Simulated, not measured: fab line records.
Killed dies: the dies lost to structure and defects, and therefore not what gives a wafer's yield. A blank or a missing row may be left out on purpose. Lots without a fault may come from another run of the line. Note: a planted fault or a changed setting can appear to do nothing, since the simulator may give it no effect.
fab line records ; flow gf180mcu
[record] lots = 12; wafers = 36; last_day = 34
route steps=602 shown STI@3 VT_IMPLANT@103 CONTACT@309
lots with no fault: from the same line, run without faults
start_h: start of the lot's first displayed wafer, in hours after the record's first day ; wait_h: hours from the lot's prior step to this one ; " same as the row above ; L1.1+2: a single row standing in for several wafers ; - either no value or no given start ; * or withheld: withheld ; < > ~ a bound
route shown NAME@n: names a module that has steps shown in the file, with the first one's number in the route ; usual: average and standard deviation across the fault-free wafers ; same: alike in all rows ; chamber/n: place in a boat ; sites: per-site readings ; _std_site: standard deviation of those values ; _edge_site: mean of outer sites minus mean of inner sites ; radius_mm: for every site, how far away it sits from the centre of the wafer ; mask NAME#n: copy n ; behind: the tool/chamber that last shaped the wafer ; hold: cause of the lot's hold/its duration in hours/its outcome ; device: which transistor (n, p or np) failed to switch ; end of line: at the end of the route, the tests of the same wafers ; for a step that has no rows: nothing shown but its recipe ; killed: not the wafer's yield, but the dies lost to structure and defects at the first sort ; map: the dies of a wafer, with x for killed, . for not killed, _ for no die there
set.NAME: the setting that was run; set.NAME@STEP: the one run at that earlier step ; model.NAME: the simulator's own value behind a step, which no gauge read
one table for each step of the route and one row for each wafer, over a sample of lots
services: from which hour (start_h, from the record's first day; less than 0 if before it) a tool's chamber was out of use, for how many hours, and why
[[steps]]
[step GF_STI_THK_MEAS_02]
[recipe] reads = SiO2_of_STI_OXIDATION_01
[usual] STI_OXIDATION_THK = 10.09/0.19
lot.wafer;tool;chamber;start_h;wait_h;STI_OXIDATION_THK[nm]
L213.2;film_metro-02;-;21.52;0.0;9.67
L213.4;film_metro-02;-;21.52;0.0;9.95
L213.5;film_metro-02;-;21.52;0.0;9.83
L214.1;film_metro-03;-;26.51;0.0;10.05
L214.3;film_metro-03;-;26.51;0.0;10.03
L214.5;film_metro-03;-;26.51;0.0;10.06
L216.1;film_metro-04;-;37.57;0.0;10.14
L216.2;film_metro-04;-;37.57;0.0;10.17
L216.3;film_metro-04;-;37.57;0.0;10.09
L218.1;film_metro-02;-;47.78;0.0;10.22
L218.2;film_metro-02;-;47.78;0.0;10.21
L218.4;film_metro-02;-;47.78;0.0;10.30
L220.1;film_metro-04;-;56.51;0.0;10.19
L220.4;film_metro-04;-;56.51;0.0;9.95
L220.6;film_metro-04;-;56.51;0.0;10.30
L221.3;film_metro-02;-;61.91;0.0;10.02
L221.4;film_metro-02;-;61.91;0.0;9.89
L221.5;film_metro-02;-;61.91;0.0;9.84
L228.2;film_metro-03;-;96.52;0.0;10.03
L228.4;film_metro-03;-;96.52;0.0;9.98
L228.5;film_metro-03;-;96.52;0.0;10.10
L230.1;film_metro-04;-;106.51;0.0;10.27
L230.2;film_metro-04;-;106.51;0.0;10.12
L230.5;film_metro-04;-;106.51;0.0;10.15
L231.3;film_metro-03;-;112.97;0.0;10.22
L231.4;film_metro-03;-;112.97;0.0;10.24
L231.5;film_metro-03;-;112.97;0.0;10.30
L232.1;film_metro-02;-;117.94;0.0;10.24
L232.4;film_metro-02;-;117.94;0.0;10.37
L232.5;film_metro-02;-;117.94;0.0;10.37
L233.3;film_metro-02;-;121.53;0.0;10.20
L233.5;film_metro-02;-;121.53;0.0;10.44
L233.6;film_metro-02;-;121.53;0.0;10.25
L234.2;film_metro-03;-;126.52;0.0;9.87
L234.5;film_metro-03;-;126.52;0.0;9.86
L234.6;film_metro-03;-;126.52;0.0;9.76
[step GF_STI_CD_MEAS_12]
[recipe] target_cd_nm = 220
[usual] cd_nm = 220.0/1.4
lot.wafer;tool;chamber;start_h;wait_h;cd_nm
L213.2;cd_sem-02;-;35.23;0.1;220.3
L213.4;cd_sem-02;-;35.23;0.1;220.4
L213.5;cd_sem-02;-;35.23;0.1;219.1
L214.1;cd_sem-02;-;40.56;0.1;221.0
L214.3;cd_sem-02;-;40.56;0.1;221.1
L214.5;cd_sem-02;-;40.56;0.1;219.4
L216.1;cd_sem-02;-;52.46;0.1;218.9
L216.2;cd_sem-02;-;52.46;0.1;218.8
L216.3;cd_sem-02;-;52.46;0.1;218.4
L218.1;cd_sem-02;-;62.56;0.1;217.9
L218.2;cd_sem-02;-;62.56;0.1;217.4
L218.4;cd_sem-02;-;62.56;0.1;218.3
L220.1;cd_sem-01;-;71.88;0.1;222.4
L220.4;cd_sem-01;-;71.88;0.1;220.6
L220.6;cd_sem-01;-;71.88;0.1;222.3
L221.3;cd_sem-02;-;77.12;0.1;218.6
L221.4;cd_sem-02;-;77.12;0.1;219.5
L221.5;cd_sem-02;-;77.12;0.1;218.9
L228.2;cd_sem-01;-;112.78;0.1;219.1
L228.4;cd_sem-01;-;112.78;0.1;219.4
L228.5;cd_sem-01;-;112.78;0.1;219.9
L230.1;cd_sem-01;-;123.91;0.1;218.7
L230.2;cd_sem-01;-;123.91;0.1;219.1
L230.5;cd_sem-01;-;123.91;0.1;218.8
L231.3;cd_sem-01;-;129.55;0.1;222.1
L231.4;cd_sem-01;-;129.55;0.1;221.5
L231.5;cd_sem-01;-;129.55;0.1;221.7
L232.1;cd_sem-01;-;135.53;0.1;222.5
L232.4;cd_sem-01;-;135.53;0.1;220.2
L232.5;cd_sem-01;-;135.53;0.1;221.8
L233.3;cd_sem-01;-;138.73;0.1;219.5
L233.5;cd_sem-01;-;138.73;0.1;218.8
L233.6;cd_sem-01;-;138.73;0.1;219.0
L234.2;cd_sem-01;-;144.58;0.2;220.0
L234.5;cd_sem-01;-;144.58;0.2;221.6
L234.6;cd_sem-01;-;144.58;0.2;220.1
[step GF_VT_IMPLANT_COAT_13]
[recipe] resist = NOVOLAK; spin_rpm = 3000; resist_thk_nm = 1000
[usual] dispense_pressure_kPa = 52.6/1.2; resist_line_temp_C = 23.02/0.1; spin_speed_rpm = 2999.8/1.8
lot.wafer;tool;chamber;start_h;wait_h;dispense_pressure_kPa;resist_line_temp_C;spin_speed_rpm
L213.2;litho_track-03;0;129.62;0.1;54.1;23.04;2998.2
L213.4;litho_track-03;0;129.62;0.1;54.1;23.03;3000.7
L213.5;litho_track-03;0;129.62;0.1;54.1;23.11;3000.1
L214.1;litho_track-03;0;134.94;0.1;54.1;23.00;2999.9
L214.3;litho_track-03;0;134.94;0.1;54.2;22.98;2999.5
L214.5;litho_track-03;0;134.94;0.1;54.2;22.96;3000.1
L216.1;litho_track-03;0;150.19;0.1;54.2;23.09;2999.8
L216.2;litho_track-03;0;150.19;0.1;54.2;22.95;3001.0
L216.3;litho_track-03;0;150.19;0.1;54.2;23.06;2996.8
L218.1;litho_track-04;0;163.70;0.1;52.7;23.05;3000.8
L218.2;litho_track-04;0;163.70;0.1;52.7;23.12;3002.6
L218.4;litho_track-04;0;163.70;0.1;52.7;22.99;2998.4
L220.1;litho_track-03;0;176.34;0.1;54.1;23.04;2997.2
L220.4;litho_track-03;0;176.34;0.1;54.2;22.89;3001.1
L220.6;litho_track-03;0;176.34;0.1;54.2;23.05;3000.2
L221.3;litho_track-04;0;180.80;0.1;52.7;23.07;3000.6
L221.4;litho_track-04;0;180.80;0.1;52.7;23.08;3001.6
L221.5;litho_track-04;0;180.80;0.1;52.7;22.89;2998.2
L228.2;litho_track-04;0;227.67;0.1;52.7;23.08;3439.8
L228.4;litho_track-04;0;227.67;0.1;52.7;23.05;3442.8
L228.5;litho_track-04;0;227.67;0.1;52.7;23.11;3439.0
L230.1;litho_track-04;0;239.90;0.1;52.7;22.93;3438.7
L230.2;litho_track-04;0;239.90;0.1;52.7;22.91;3441.0
L230.5;litho_track-04;0;239.90;0.1;52.7;22.78;3440.4
L231.3;litho_track-02;0;247.28;0.1;51.3;22.99;2999.0
L231.4;litho_track-02;0;247.28;0.1;51.2;22.95;3001.9
L231.5;litho_track-02;0;247.28;0.1;51.2;22.96;2999.6
L232.1;litho_track-02;0;252.33;0.1;51.3;22.98;3001.2
L232.4;litho_track-02;0;252.33;0.1;51.3;23.01;3000.9
L232.5;litho_track-02;0;252.33;0.1;51.2;23.06;2998.7
L233.3;litho_track-03;0;257.84;0.1;54.0;23.01;2996.5
L233.5;litho_track-03;0;257.84;0.1;54.1;23.09;2996.5
L233.6;litho_track-03;0;257.84;0.1;54.0;22.96;2998.1
L234.2;litho_track-03;0;264.81;0.1;54.0;23.15;2999.2
L234.5;litho_track-03;0;264.81;0.1;54.0;23.10;2998.6
L234.6;litho_track-03;0;264.81;0.1;54.1;22.98;2997.7
[step GF_VT_IMPLANT_STRIP_20]
[recipe] chemistry = O2/N2; power_w = 1400; pressure_mtorr = 1500; platen_temp_c = 250; o2_flow_sccm = 3000; n2_flow_sccm = 300; overash_fraction = 0.5
[usual] chamber_pressure_mTorr = 1500.0/1.3; drypump_motor_current_A = 5.91/0.3; heater_power_w = 326/31; oes_product_au = 0.716/0.0044; strip_time_to_endpoint_s = 12.64/0.039
lot.wafer;tool;chamber;start_h;wait_h;chamber_pressure_mTorr;drypump_motor_current_A;heater_power_w;oes_product_au;rf_hours_counter_h;strip_time_to_endpoint_s
L213.2;plasma_asher-03;0;137.58;0.1;1501.8;5.99;352;0.715;50;12.62
L213.4;plasma_asher-03;1;137.58;0.1;1498.1;6.13;315;0.715;-;12.64
L213.5;plasma_asher-03;1;137.58;0.1;1500.4;6.14;320;0.727;-;12.64
L214.1;plasma_asher-03;1;143.53;0.1;1501.0;6.09;325;0.712;51;12.64
L214.3;plasma_asher-03;1;143.53;0.1;1499.8;6.11;327;0.722;-;12.67
L214.5;plasma_asher-03;1;143.53;0.1;1500.3;6.09;331;0.712;-;12.66
L216.1;plasma_asher-04;0;158.53;0.1;1498.8;5.31;322;0.715;50;12.74
L216.2;plasma_asher-04;1;158.53;0.1;1498.5;5.81;272;0.715;50;12.74
L216.3;plasma_asher-04;0;158.53;0.1;1500.1;5.34;331;0.712;-;12.69
L218.1;plasma_asher-02;0;172.23;0.1;1496.7;6.20;383;0.717;38;12.63
L218.2;plasma_asher-02;1;172.23;0.1;1500.9;6.06;323;0.716;38;12.61
L218.4;plasma_asher-02;0;172.23;0.1;1499.6;6.23;375;0.708;-;12.58
L220.1;plasma_asher-02;0;185.32;0.1;1499.9;6.26;375;0.720;39;12.69
L220.4;plasma_asher-02;1;185.32;0.1;1498.3;6.04;324;0.720;-;12.71
L220.6;plasma_asher-02;1;185.32;0.1;1500.7;6.06;317;0.720;-;12.67
L221.3;plasma_asher-03;1;189.62;0.1;1499.2;6.12;326;0.717;-;12.62
L221.4;plasma_asher-03;0;189.62;0.1;1498.3;6.01;347;0.710;-;12.60
L221.5;plasma_asher-03;0;189.62;0.1;1500.6;5.97;344;0.716;-;12.63
L228.2;plasma_asher-02;0;236.88;0.1;1497.5;6.26;369;0.719;45;11.82
L228.4;plasma_asher-02;1;236.88;0.1;1500.7;6.03;311;0.720;-;11.85
L228.5;plasma_asher-02;1;236.88;0.1;1500.3;6.06;313;0.716;-;11.85
L230.1;plasma_asher-04;1;249.70;0.1;1500.5;5.80;273;0.717;59;11.86
L230.2;plasma_asher-04;0;249.70;0.1;1499.4;5.33;323;0.716;59;11.83
L230.5;plasma_asher-04;0;249.70;0.1;1499.0;5.33;327;0.714;-;11.85
L231.3;plasma_asher-03;0;256.65;0.1;1501.0;5.94;347;0.714;-;12.61
L231.4;plasma_asher-03;1;256.65;0.1;1499.7;6.10;325;0.716;-;12.65
L231.5;plasma_asher-03;0;256.65;0.1;1500.5;5.92;357;0.719;-;12.60
L232.1;plasma_asher-02;0;262.27;0.1;1498.4;6.26;378;0.717;48;12.63
L232.4;plasma_asher-02;1;262.27;0.1;1497.1;6.05;314;0.713;-;12.60
L232.5;plasma_asher-02;0;262.27;0.1;1499.1;6.27;370;0.716;-;12.61
L233.3;plasma_asher-04;1;267.77;0.1;1499.6;5.79;268;0.721;-;12.70
L233.5;plasma_asher-04;0;267.77;0.1;1498.0;5.32;329;0.721;-;12.65
L233.6;plasma_asher-04;1;267.77;0.1;1499.1;5.79;269;0.711;-;12.66
L234.2;plasma_asher-04;1;274.47;0.1;1501.0;5.81;274;0.714;62;12.65
L234.5;plasma_asher-04;0;274.47;0.1;1499.0;5.32;325;0.716;-;12.65
L234.6;plasma_asher-04;1;274.47;0.1;1500.1;5.81;272;0.725;-;12.66
[step GF_CONTACT_SPUTTER_22]
[recipe] material = Ti; target_thk_nm = 15; chamber_pressure_pa = 5; power_w = 2500; substrate_temp_c = 200; time_s = 80.02
[usual] throttle_valve_pct = 30.6/0.88
lot.wafer;tool;chamber;start_h;wait_h;throttle_valve_pct
L213.2;pvd_sputter-04;-;384.10;0.0;31.6
L213.4;pvd_sputter-04;-;384.10;0.0;29.6
L213.5;pvd_sputter-04;-;384.10;0.0;29.9
L214.1;pvd_sputter-03;-;391.26;0.0;31.0
L214.3;pvd_sputter-03;-;391.26;0.0;31.6
L214.5;pvd_sputter-03;-;391.26;0.0;30.8
L216.1;pvd_sputter-03;-;411.77;0.0;30.7
L216.2;pvd_sputter-03;-;411.77;0.0;31.6
L216.3;pvd_sputter-03;-;411.77;0.0;31.1
L218.1;pvd_sputter-03;-;433.75;0.0;29.0
L218.2;pvd_sputter-03;-;433.75;0.0;30.2
L218.4;pvd_sputter-03;-;433.75;0.0;31.7
L220.1;pvd_sputter-03;-;454.07;0.0;28.9
L220.4;pvd_sputter-03;-;454.07;0.0;30.6
L220.6;pvd_sputter-03;-;454.07;0.0;31.4
L221.3;pvd_sputter-04;-;458.05;0.0;30.1
L221.4;pvd_sputter-04;-;458.05;0.0;31.9
L221.5;pvd_sputter-04;-;458.05;0.0;30.0
L228.2;pvd_sputter-04;-;519.51;0.0;30.0
L228.4;pvd_sputter-04;-;519.51;0.0;29.9
L228.5;pvd_sputter-04;-;519.51;0.0;31.8
L230.1;pvd_sputter-03;-;535.07;0.0;30.8
L230.2;pvd_sputter-03;-;535.07;0.0;31.2
L230.5;pvd_sputter-03;-;535.07;0.0;28.5
L231.3;pvd_sputter-01;-;539.77;0.0;30.5
L231.4;pvd_sputter-01;-;539.77;0.0;30.8
L231.5;pvd_sputter-01;-;539.77;0.0;31.4
L232.1;pvd_sputter-03;-;551.46;0.0;29.2
L232.4;pvd_sputter-03;-;551.46;0.0;31.2
L232.5;pvd_sputter-03;-;551.46;0.0;29.0
L233.3;pvd_sputter-03;-;555.46;0.0;31.4
L233.5;pvd_sputter-03;-;555.46;0.0;31.7
L233.6;pvd_sputter-03;-;555.46;0.0;30.5
L234.2;pvd_sputter-03;-;563.75;0.0;30.6
L234.5;pvd_sputter-03;-;563.75;0.0;31.7
L234.6;pvd_sputter-03;-;563.75;0.0;30.6
[[services]]
tool;chamber;start_h;hours;kind
plasma_asher-02;-;120.37;2.3;repair
plasma_asher-04;-;127.57;2.1;repair
pvd_sputter-04;-;153.93;1.2;repair
plasma_asher-04;-;168.42;3.3;repair
pvd_sputter-03;-;216.91;0.7;repair
pvd_sputter-04;-;231.20;3.9;repair
pvd_sputter-04;-;295.61;1.0;repair
plasma_asher-03;-;303.30;2.8;pm
pvd_sputter-03;-;308.44;1.6;repair
pvd_sputter-03;-;323.85;27.3;repair
plasma_asher-04;-;334.60;2.8;pm
pvd_sputter-03;-;337.30;0.8;repair
pvd_sputter-03;-;351.53;5.7;repair
plasma_asher-02;-;374.21;2.8;pm
pvd_sputter-04;-;386.77;1.5;repair
pvd_sputter-03;-;395.51;1.7;repair
plasma_asher-04;-;421.25;9.0;pm
pvd_sputter-04;-;449.78;7.4;repair
plasma_asher-02;-;474.84;3.1;repair
plasma_asher-02;-;479.62;2.4;repair
plasma_asher-03;-;501.55;1.1;repair
plasma_asher-02;-;522.54;0.7;repair
pvd_sputter-04;-;529.06;0.5;repair
plasma_asher-04;-;545.87;0.7;repair
[[key]]
[first_sign] step = GF_VT_IMPLANT_COAT_13; reading = spin_speed_rpm; direction = up; sigmas = 99+; usual = *; struck = *
[effect] step = GF_VT_IMPLANT_STRIP_20; reading = strip_time_to_endpoint_s; direction = down; sigmas = 20; usual = *; struck = *
met_at GF_VT_IMPLANT_COAT_13
struck_lots L228,L230
tester_left_out L228,L230
not_acting_at GF_STI_THK_MEAS_02,GF_STI_CD_MEAS_12,GF_CONTACT_SPUTTER_22
onset_between 180.80 227.67
[fault] kind = process_parameter_drift; tool = litho_track-04; chamber = -; onset_h = 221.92; steps = GF_VT_IMPLANT_COAT_13; channel = spin_rpm; offset = *; shape = step; end_h = 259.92; acts_in = *; stated = *
// tester_left_out: of these lots the tester's yield and bins aren't shown, on N5 and GAA mostly nor the transistor test; their killed dies are dies lost to structure and defects alone, not to doping, threshold or leakage, so they don't give the yield
